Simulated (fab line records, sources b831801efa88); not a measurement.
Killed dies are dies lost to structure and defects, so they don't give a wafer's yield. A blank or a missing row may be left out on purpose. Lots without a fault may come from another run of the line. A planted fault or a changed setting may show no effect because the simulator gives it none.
A struck lot beside a sound one | flow sfq_line | 42 steps out of a route of 325
Sound: wafers L574.1, L574.5, L574.6. Struck: wafer L579.3. (L579.1, L579.2 of the same lot were not struck and are left out.) The cause comes at the end.
At each step with rows: each side's tool, then ch and its chambers, then its first start. Under that, the readings that differ: sound wafers | struck wafers | difference of the means | sigmas: that difference in standard deviations of wafers without a fault.
alike: readings whose means differ by less than 2 such deviations, and words and numbers that are the same on both sides. not compared: withheld readings, readings that some wafer has no value for, bounds like >300 that may hide the same value, and numbers for which the record gives no deviation and whose values overlap.
The two part at a step that has a row with sigmas, a row that says differs or no value, or rows on one side only. Numbers that don't overlap but have no deviation are shown without sigmas and don't part them. A reading that every wafer of one side lacks parts them only if that side has two wafers or more.

first, 6 steps without rows for these wafers: SFQ_TRILAYER_L0_VIA_LITHO_COAT_018 (resist thk 62 nm); SFQ_TRILAYER_L0_VIA_LITHO_COAT_013 (resist thk 650 nm); SFQ_TRILAYER_L0_VIA_LITHO_SOFTBAKE_017; SFQ_TRILAYER_L0_VIA_LITHO_EXPOSE_014 (exposes mask L0V, target cd 700 nm); SFQ_TRILAYER_L0_VIA_LITHO_PEB_016 (peb time 60 s); SFQ_TRILAYER_L0_VIA_LITHO_DEVELOP_015 (time 60 s).
SFQ_L0V_OVL_MEAS_903:
  sound on overlay-01, day 9 21:52; struck on overlay-02, day 11 14:40
  alike: L0V_OVL
SFQ_TRILAYER_L0_VIA_BARC_OPEN_VIA_ETCH_021: etches BARC in O2, target depth 125 nm, time 41.7 s.
  sound on rie_diel-04 ch 2,3, day 9 21:54; struck on rie_diel-04 ch 0, day 11 14:42
  alike: drypump_motor_current_A, oes_product_au
  not compared: rf_hours_counter_h
then, 1 step without rows for these wafers: SFQ_TRILAYER_L0_VIA_ETCH_VIA_ETCH_016 (etches SiO2 in CHF3, stops on MoNx KI, target depth 80 nm).
SFQ_TRILAYER_L0_VIA_STRIP_STRIP_017: strips in O2.
  sound on rie_metal-01 ch 0,1, day 9 21:59; struck on rie_metal-01 ch 1, day 11 14:47
  alike: drypump_motor_current_A, oes_product_au
  not compared: rf_hours_counter_h
then, 2 steps without rows for these wafers: SFQ_TRILAYER_L0_VIA_STRIP_SOLV_CLEAN_018 (cleans in NMP, time 600 s); SFQ_TRILAYER_M0_DEP_PRE_CLEAN_020 (time 15 s).
SFQ_TRILAYER_M0_DEP_SPUTTER_019: material Nb, target thk 200 nm, time 133.3 s.
  sound on pvd_sputter-05, day 9 22:48; struck on pvd_sputter-05, day 11 15:35
  reading                                             | sound           | struck | difference | sigmas
  model.Nb_of_TRILAYER_M0_DEP_SPUTTER_019.thk_nm (nm) | 199.7 199.3 201 | 153    | -47        |
  alike: substrate_temp_c, throttle_valve_pct
SFQ_M0_RS_MEAS_904: measures by four-point-probe.
  sound on film_metro-02, day 9 22:53; struck on film_metro-02, day 11 15:40
  reading           | sound             | struck | difference | sigmas
  M0_NB_RS (ohm/sq) | 0.891 0.893 0.886 | 1.166  | +0.276     | +34
then, 6 steps without rows for these wafers: SFQ_TRILAYER_M0_LITHO_COAT_026 (resist thk 62 nm); SFQ_TRILAYER_M0_LITHO_COAT_021 (resist thk 600 nm); SFQ_TRILAYER_M0_LITHO_SOFTBAKE_025; SFQ_TRILAYER_M0_LITHO_EXPOSE_022 (exposes mask M0, target cd 500 nm); SFQ_TRILAYER_M0_LITHO_PEB_024 (peb time 60 s); SFQ_TRILAYER_M0_LITHO_DEVELOP_023 (time 60 s).
-- the record jumps here: 5 days lie between the struck wafers' starts before and after --
SFQ_M0_OVL_MEAS_906:
  sound on overlay-01, day 13 22:42; struck on overlay-01, day 16 12:28
  alike: M0_OVL
then, 1 step without rows for these wafers: SFQ_TRILAYER_M0_BARC_OPEN_METAL_ETCH_031 (etches BARC in O2, target depth 125 nm, time 41.7 s).
SFQ_TRILAYER_M0_ETCH_METAL_ETCH_024: etches Nb in Cl2/Ar, stops on SiO2, target depth 240 nm, time 120 s.
  sound on rie_metal-02 ch 0,1, day 13 22:47; struck on rie_metal-04 ch 1, day 16 12:34
  reading               | sound             | struck | difference | sigmas
  oes_product_au (a.u.) | 0.896 0.896 0.889 | 0.773  | -0.121     | -19
  alike: drypump_motor_current_A
  not compared: rf_hours_counter_h
then, 3 steps without rows for these wafers: SFQ_TRILAYER_M0_STRIP_STRIP_025 (strips in O2); SFQ_TRILAYER_M0_STRIP_SOLV_CLEAN_026 (cleans in NMP, time 600 s); SFQ_TRILAYER_I0_DEP_PECVD_027 (deposits SiO2 from SiH4/N2O, time 111.11 s, target thk 500 nm).
SFQ_TRILAYER_I0_CMP_CMP_028: polishes SiO2.
  sound on cmp-02 ch 0,1,2, day 14 00:46; struck on cmp-01 ch 2, day 16 14:32
  alike: motor_current_A, time_to_endpoint_s
SFQ_I0_BOW_MEAS_907:
  sound on film_metro-02, day 14 02:46; struck on film_metro-03, day 16 16:32
  alike: I0_BOW
then, 7 steps without rows for these wafers: SFQ_TRILAYER_I0_METRO_MEASURE_029; SFQ_TRILAYER_I0_VIA_LITHO_COAT_036 (resist thk 62 nm); SFQ_TRILAYER_I0_VIA_LITHO_COAT_031 (resist thk 650 nm); SFQ_TRILAYER_I0_VIA_LITHO_SOFTBAKE_035; SFQ_TRILAYER_I0_VIA_LITHO_EXPOSE_032 (exposes mask I0, target cd 500 nm); SFQ_TRILAYER_I0_VIA_LITHO_PEB_034 (peb time 60 s); SFQ_TRILAYER_I0_VIA_LITHO_DEVELOP_033 (time 60 s).
-- the record jumps here: 7 days lie between the struck wafers' starts before and after --
SFQ_I0_OVL_MEAS_908:
  sound on overlay-01, day 20 04:25; struck on overlay-01, day 23 07:29
  alike: I0_OVL
then, 1 step without rows for these wafers: SFQ_TRILAYER_I0_VIA_BARC_OPEN_VIA_ETCH_046 (etches BARC in O2, target depth 125 nm, time 41.7 s).
SFQ_TRILAYER_I0_VIA_ETCH_VIA_ETCH_034: etches SiO2 in CHF3, stops on Nb, target depth 260 nm.
  sound on rie_diel-01 ch 1,2,3, day 20 04:30; struck on rie_diel-01 ch 3, day 23 07:34
  alike: drypump_motor_current_A, oes_product_au
SFQ_TRILAYER_I0_VIA_STRIP_STRIP_035: strips in O2.
  sound on rie_metal-01 ch 0,1, day 20 04:37; struck on rie_metal-02 ch 0, day 23 07:41
  reading               | sound             | struck | difference | sigmas
  oes_product_au (a.u.) | 0.996 0.995 0.993 | 1.010  | +0.015     | +2
  alike: drypump_motor_current_A
  not compared: rf_hours_counter_h
then, 2 steps without rows for these wafers: SFQ_TRILAYER_I0_VIA_STRIP_SOLV_CLEAN_036 (cleans in NMP, time 600 s); SFQ_TRILAYER_M1_DEP_PRE_CLEAN_038 (time 22.5 s).
-- the record jumps here: 68 days lie between the struck wafers' starts before and after --
SFQ_M8_BOW_MEAS_951:
  sound on film_metro-03, day 90 14:59; struck on film_metro-04, day 91 12:46
  reading                 | sound                | struck | difference | sigmas
  model.etest.m0.ohm_um   | 1.772 1.776 1.765    | 2.334  | +0.563     |
  model.etest.i0.link_ohm | 1.962 1.967 1.952    | 2.231  | +0.271     |
  model.etest.m0.ohm_sq   | 0.8907 0.8929 0.8853 | 1.163  | +0.273     |
  alike: M8_BOW

WHERE THEY PART
First at SFQ_M0_RS_MEAS_904; last, within this record, at SFQ_TRILAYER_I0_VIA_STRIP_STRIP_035. Later steps at which nothing parts them and some readings are alike: SFQ_M8_BOW_MEAS_951.

WHY: what the simulator had put in
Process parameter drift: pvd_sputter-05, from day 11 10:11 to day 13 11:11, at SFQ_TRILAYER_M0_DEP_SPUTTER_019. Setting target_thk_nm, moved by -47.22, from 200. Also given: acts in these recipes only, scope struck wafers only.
